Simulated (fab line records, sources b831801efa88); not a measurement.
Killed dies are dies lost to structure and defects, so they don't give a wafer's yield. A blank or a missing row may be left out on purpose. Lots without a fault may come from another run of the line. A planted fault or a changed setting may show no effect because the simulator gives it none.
fab line records | flow sfq_line
record lots=15 wafers=45 last_day=84
route steps=325 shown I3@134
lots that met no fault: from a run of the same line without faults
start_h: hours from the record's first day to the start of the lot's first wafer shown | wait_h: hours since the lot's step before | " the same as in the row above | L1.1+2: a row that stands for several wafers | - no value, or no start given | * or withheld: withheld | < > ~ a bound
route shown NAME@n: a module of which the file shows steps, and the number in the route of the first | usual: mean/standard deviation of fault-free wafers | same: alike in all rows | chamber/n: place in a boat | sites: the reading at each site | _std_site: their standard deviation | _edge_site: outer sites' mean less inner sites' | radius_mm: how far each site lies from the wafer's centre | mask NAME#n: copy n | behind: the tool/chamber that last shaped the wafer | hold: why the lot was held/for how many hours/how that ended | device: the transistor (n, p or np) that didn't switch | end of line: the same wafers' tests at the end of the route | a step without rows: its recipe alone | killed: dies lost to structure and defects at the first sort, not the wafer's yield | map: a wafer's dies, x killed, . not, _ none there
set.NAME: the setting as run; set.NAME@STEP: as run at that earlier step | model.NAME: the simulator's own value behind a step, which no gauge read
steps of the route over a sample of lots; a table a step, a row a wafer
services: from which hour (start_h, from the record's first day; less than 0 if before it) a tool's chamber was out of use, for how many hours, and why
## steps
# step SFQ_TRILAYER_I3_CMP_CMP_082
# recipe material=SiO2 down_force_psi=3 platen_rpm=60 pad_velocity_m_s=0.94248
# usual motor_current_A=10.4/0.99 retaining_ring_pressure_frac=1.000/0.0051 slurry_filter_dp_kPa=13.49/0.13 time_to_endpoint_s=215/6.8
# columns lot.wafer tool chamber start_h wait_h motor_current_A retaining_ring_pressure_frac slurry_filter_dp_kPa time_to_endpoint_s
L436.2 cmp-01 2 647.25 6.4 8.6 1.007 13.60 218
L436.5 " 3 " " 10.0 0.997 13.30 230
L436.6 " 0 " " 12.1 1.004 13.24 223
L437.4 cmp-02 0 654.18 4.9 10.2 0.995 13.62 226
L437.2 " 1 " " 11.2 0.997 13.63 213
L437.1 " 2 " " 11.9 1.004 13.67 212
L438.1 cmp-02 2 663.18 6.7 11.2 1.005 13.22 215
L438.2 " 0 664.18 7.7 10.6 0.994 13.58 215
L438.5 " 1 " " 10.5 0.993 13.57 220
L439.3 cmp-01 3 671.05 8.0 9.6 0.999 13.65 215
L439.4 " 1 672.05 9.0 9.3 0.994 13.49 219
L439.2 " 2 " " 8.6 0.991 13.44 208
L442.3 cmp-02 1 701.68 14.0 10.6 0.998 13.35 221
L442.6 " 1 703.68 16.0 11.0 0.993 13.46 217
L442.5 " 2 " " 11.4 1.002 13.44 215
L443.2 cmp-02 1 717.18 16.3 10.6 1.006 13.58 211
L443.1 " 2 " " 12.1 0.991 13.55 216
L443.5 " 0 718.68 17.8 10.6 0.999 13.31 220
L444.2 cmp-02 3 728.47 16.8 10.6 1.001 13.67 215
L444.3 " 0 " " 10.7 0.997 13.52 215
L444.6 " 1 " " 11.0 1.002 13.56 213
L445.3 cmp-01 2 767.29 19.6 8.7 1.002 13.52 209
L445.5 " 2 769.29 21.5 8.0 0.994 13.49 220
L445.6 " 3 " " 9.7 1.005 13.52 212
L446.2 cmp-01 2 777.79 22.1 8.8 1.006 13.67 209
L446.6 " 3 " " 9.9 1.008 13.50 206
L446.5 " 0 " " 11.6 1.006 13.60 217
L449.2 cmp-01 3 794.79 23.7 9.5 0.998 13.43 278
L449.1 " 1 795.79 24.7 9.7 1.001 13.42 274
L449.6 " 3 796.79 25.7 10.0 1.000 13.47 286
L451.4 cmp-02 1 817.97 22.1 10.4 1.000 13.65 209
L451.3 " 2 " " 11.3 0.995 13.43 212
L451.6 " 0 819.47 23.6 9.9 1.001 13.45 212
L452.1 cmp-01 0 822.59 23.0 12.1 0.994 13.39 280
L452.3 " 3 824.09 24.5 10.0 1.005 13.52 281
L452.5 " 1 825.09 25.4 9.0 0.999 13.44 286
L453.2 cmp-01 2 833.37 20.6 8.6 1.000 13.46 268
L453.4 " 1 834.87 22.0 9.7 1.001 13.33 283
L453.6 " 2 " " 8.8 1.003 13.33 276
L458.2 cmp-02 3 856.47 22.2 9.8 0.998 13.22 211
L458.3 " 0 " " 10.9 0.998 13.51 206
L458.5 " 0 858.97 24.7 10.4 1.008 13.52 216
L459.1 cmp-02 0 859.47 22.8 10.6 1.001 13.29 205
L459.4 " 3 860.97 24.3 10.6 1.002 13.52 212
L459.5 " 1 861.97 25.3 10.8 0.999 13.40 215
# step SFQ_TRILAYER_I3_METRO_MEASURE_083
# usual thk_nm=199.6/0.91
# columns lot.wafer tool chamber start_h wait_h thk_nm
L436.2 film_metro-04 - 649.07 0.3 198.8
L436.5 " - " " 199.0
L436.6 " - " " 199.0
L437.1 film_metro-04 - 656.80 0.1 200.8
L437.2 " - " " 200.0
L437.4 " - " " 199.8
L438.1 film_metro-04 - 665.80 0.1 201.9
L438.2 " - " " 200.0
L438.5 " - " " 199.9
L439.2 film_metro-02 - 674.37 0.3 200.4
L439.3 " - " " 201.3
L439.4 " - " " 200.4
L442.3 film_metro-02 - 705.20 0.5 198.4
L442.5 " - " " 200.1
L442.6 " - " " 199.3
L443.1 film_metro-02 - 719.80 0.1 201.0
L443.2 " - " " 199.2
L443.5 " - " " 200.2
L444.2 film_metro-04 - 730.79 0.3 198.5
L444.3 " - " " 201.1
L444.6 " - " " 199.5
L445.3 film_metro-04 - 770.81 0.5 197.7
L445.5 " - " " 199.2
L445.6 " - " " 199.7
L446.2 film_metro-04 - 779.61 0.3 198.2
L446.5 " - " " 198.8
L446.6 " - " " 198.9
L449.1 film_metro-02 - 797.41 0.1 302.2
L449.2 " - " " 303.0
L449.6 " - " " 305.9
L451.3 film_metro-01 - 820.99 0.5 199.4
L451.4 " - " " 199.3
L451.6 " - " " 199.8
L452.1 film_metro-01 - 825.71 0.1 305.8
L452.3 " - " " 305.5
L452.5 " - " " 305.9
L453.2 film_metro-02 - 836.69 0.3 299.3
L453.4 " - " " 305.1
L453.6 " - " " 302.3
L458.2 film_metro-01 - 859.79 0.3 199.1
L458.3 " - " " 199.5
L458.5 " - " " 199.6
L459.1 film_metro-04 - 862.59 0.1 201.6
L459.4 " - " " 198.6
L459.5 " - " " 201.7
# step SFQ_TRILAYER_I3_VIA_ETCH_VIA_ETCH_088
# recipe target=SiO2 stop_on=Nb mask_material=PR taper_deg=20 chemistry=CHF3 target_depth_nm=260 source_w=519.1 bias_w=80 pressure_mtorr=30 time_s=withheld
# usual drypump_motor_current_A=5.57/0.22 oes_product_au=0.854/0.0053 rf_fwd_power_W=517.0/1.6
# columns lot.wafer tool chamber start_h wait_h drypump_motor_current_A oes_product_au rf_fwd_power_W
L436.2 rie_diel-03 3 696.28 0.0 5.79 0.851 517.8
L436.5 " 3 " " 5.78 0.852 517.3
L436.6 " 0 " " 5.44 0.853 515.7
L437.1 rie_diel-03 1 705.88 0.0 5.64 0.868 518.7
L437.2 " 2 " " 5.77 0.853 519.2
L437.4 " 2 " " 5.75 0.852 516.1
L438.1 rie_diel-03 3 715.48 0.0 5.79 0.856 517.3
L438.2 " 0 " " 5.44 0.849 516.1
L438.5 " 3 " " 5.80 0.857 517.0
L439.2 rie_diel-04 1 725.08 0.0 5.36 0.850 515.4
L439.3 " 3 " " 5.81 0.857 517.8
L439.4 " 2 " " 5.77 0.857 515.6
L442.3 rie_diel-03 2 757.13 0.0 5.76 0.862 515.6
L442.5 " 2 " " 5.75 0.854 514.0
L442.6 " 3 " " 5.83 0.848 520.0
L443.1 rie_diel-03 0 776.88 0.0 5.46 0.852 517.4
L443.2 " 2 " " 5.76 0.854 516.8
L443.5 " 1 " " 5.60 0.850 515.2
L444.2 rie_diel-02 3 792.48 0.0 5.40 0.861 517.9
L444.3 " 0 " " 5.49 0.861 516.9
L444.6 " 0 " " 5.48 0.852 516.8
L445.3 rie_diel-02 1 829.68 0.0 5.68 0.845 517.5
L445.5 " 1 " " 5.70 0.844 517.7
L445.6 " 0 " " 5.49 0.857 517.8
L446.2 rie_diel-02 0 838.08 0.0 5.47 0.847 517.3
L446.5 " 3 " " 5.37 0.846 517.3
L446.6 " 0 " " 5.46 0.846 515.4
L449.1 rie_diel-02 3 865.68 0.0 5.37 0.999 518.7
L449.2 " 0 " " 5.50 1.010 514.5
L449.6 " 2 " " 4.93 1.011 514.8
L451.3 rie_diel-04 0 907.99 0.0 5.72 0.858 518.2
L451.4 " 3 " " 5.81 0.853 516.8
L451.6 " 2 " " 5.78 0.852 519.0
L452.1 rie_diel-04 0 916.49 0.0 5.70 1.009 518.7
L452.3 " 3 " " 5.78 1.010 516.0
L452.5 " 1 " " 5.35 1.004 516.7
L453.2 rie_diel-04 3 931.44 0.0 5.81 1.000 513.5
L453.4 " 1 " " 5.36 1.006 515.4
L453.6 " 3 " " 5.81 1.021 513.8
L458.2 rie_diel-04 3 966.24 0.0 5.82 0.858 516.9
L458.3 " 2 " " 5.79 0.857 517.4
L458.5 " 0 " " 5.68 0.854 518.4
L459.1 rie_diel-03 2 968.64 0.0 5.75 0.857 518.3
L459.4 " 0 " " 5.43 0.846 517.0
L459.5 " 2 " " 5.76 0.859 518.0
## services
# columns tool chamber start_h hours kind
rie_diel-03 1 641.23 10.8 repair
cmp-01 - 663.38 1.7 repair
rie_diel-04 0 666.08 13.0 repair
film_metro-02 - 671.06 0.3 pm
cmp-01 - 683.05 5.2 pm
cmp-02 - 711.75 0.6 repair
cmp-02 - 721.17 3.3 repair
cmp-01 - 751.29 4.0 pm
cmp-02 - 764.79 0.5 repair
cmp-02 - 777.37 0.7 repair
film_metro-04 - 782.95 1.2 pm
film_metro-04 - 804.74 1.5 pm
rie_diel-03 1 805.56 3.9 repair
cmp-01 - 817.15 2.4 repair
rie_diel-03 3 833.04 13.4 repair
film_metro-04 - 851.54 0.9 pm
cmp-01 - 866.27 2.3 repair
cmp-01 - 874.61 4.4 pm
film_metro-04 - 897.72 0.9 pm
rie_diel-03 0 913.36 3.7 repair
cmp-02 - 913.47 4.0 pm
cmp-02 - 916.94 0.5 repair
cmp-01 - 959.70 0.8 repair
rie_diel-03 3 964.87 37.9 repair
## key
first_sign step=SFQ_TRILAYER_I3_CMP_CMP_082 reading=time_to_endpoint_s direction=up sigmas=9.4 usual=* struck=*
effect step=SFQ_TRILAYER_I3_METRO_MEASURE_083 reading=thk_nm direction=up sigmas=99+ usual=199.6 struck=303.9
effect step=SFQ_TRILAYER_I3_VIA_ETCH_VIA_ETCH_088 reading=oes_product_au direction=up sigmas=29 usual=0.854 struck=1.008
met_at SFQ_TRILAYER_I3_CMP_CMP_082
struck_lots L449,L452,L453
onset_between 777.79 794.79
fault kind=process_parameter_drift tool=cmp-01 chamber=- onset_h=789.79 steps=SFQ_TRILAYER_I3_CMP_CMP_082 channel=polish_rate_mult offset=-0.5 shape=step end_h=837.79
